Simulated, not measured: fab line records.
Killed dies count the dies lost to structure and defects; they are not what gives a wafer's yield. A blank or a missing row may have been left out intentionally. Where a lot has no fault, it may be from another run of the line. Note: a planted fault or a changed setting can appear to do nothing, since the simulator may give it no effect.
A struck lot beside a sound one	flow gf180mcu	14 steps out of a route of 602
Sound: the wafers L661.1, L661.2, L661.5. Wafers struck: L670.2, L670.3, L670.4. The cause is named last.
At each step with rows: each side's tool, then ch and its chambers, then its first start. Under that, the readings that differ: sound wafers	struck wafers	difference of the means	sigmas: that difference in standard deviations of wafers without a fault.
alike: readings with means less than 2 such deviations apart, plus words and numbers identical on both sides. not compared: withheld readings, readings lacking a value on some wafer, bounds such as >300 that could conceal the same value, and numbers that have no deviation in the record and whose values overlap.
The two part at a step that has a row with sigmas, a row that says differs or no value, or rows on one side only. When numbers do not overlap yet have no deviation, they are printed without sigmas and do not part them. A reading that every wafer of one side lacks parts them only if that side has two wafers or more.

first, 3 steps without rows for these wafers: GF_V4_EXPOSE_11 (exposes mask Via4, target cd 260 nm); GF_V4_PEB_12 (peb time 90 s); GF_V4_DEVELOP_13 (develop time 60 s).
GF_V4_CD_MEAS_14: the cd target is 260 nm.
  sound on cd sem-01, day 26 13:06; struck on cd sem-01, day 29 07:34
  alike: cd nm
GF_V4_OVL_MEAS_15:
  sound on overlay-01, day 26 13:13; struck on overlay-01, day 29 07:40
  alike: V4_OVL
GF_V4_ETCH_16: etches BARC in N2/H2.
  sound on rie diel-04 ch 1,2, day 26 13:16; struck on rie diel-03 ch 1,2,3, day 29 07:41
  alike: drypump motor current A, oes product au, throttle valve pct
GF_V4_ETCH_17: etches SiO2 in C4F8/O2/Ar, stops on TiN, target depth 630 nm.
  sound on rie diel-04 ch 1,2; struck on rie diel-03 ch 1,2,3
reading	sound	struck	difference	sigmas
oes product au (a.u.)	0.863 0.867 0.860	0.846 0.850 0.845	-0.016	-3
GF_V4_STRIP_18: strips in O2/N2.
  sound on plasma asher-03 ch 0,1, day 26 13:23; struck on plasma asher-03 ch 0,1, day 29 07:49
  alike: drypump motor current A, heater power w, oes product au
  not compared: rf hours counter h
then, 2 steps without rows for these wafers: GF_V4_STRIP_19 (strips in post etch residue remover, time 1200 s); GF_V4_CLEAN_20 (cleans in DIW).
GF_V4_SPUTTER_21: material Ti, target thk 15 nm, time 80.02 s.
  sound on pvd sputter-03, day 26 13:55; struck on pvd sputter-03, day 29 08:42
  alike: throttle valve pct
GF_V4_SPUTTER_22: material TiN, target thk 10 nm, time 40 s.
  sound on pvd sputter-03, day 26 13:59; struck on pvd sputter-03, day 29 08:46
  alike: throttle valve pct
GF_V4_CVD_23: deposits W, target thk 350 nm, time 104.9 s.
  sound on cvd w-02 ch 0,1, day 26 14:01; struck on cvd w-01 ch 0,1, day 29 08:48
reading	sound	struck	difference	sigmas
model.W_of_V4_CVD_23.thk nm (nm)	341.6 346.7 345	516.7 519.5 516.9	+173.3	
  alike: heater power w
GF_V4_RS_MEAS_24: the measuring method here is four-point-probe.
  sound on film metro-02, day 26 14:08; struck on film metro-04, day 29 09:13
reading	sound	struck	difference	sigmas
V4_W_RS (ohm/sq)	0.336 0.331 0.333	0.221 0.220 0.221	-0.113	-36
  not compared: hold

== WHERE THEY PART ==
First at GF_V4_ETCH_17; last, within this record, at GF_V4_RS_MEAS_24.

WHY: what had been put in by the simulator
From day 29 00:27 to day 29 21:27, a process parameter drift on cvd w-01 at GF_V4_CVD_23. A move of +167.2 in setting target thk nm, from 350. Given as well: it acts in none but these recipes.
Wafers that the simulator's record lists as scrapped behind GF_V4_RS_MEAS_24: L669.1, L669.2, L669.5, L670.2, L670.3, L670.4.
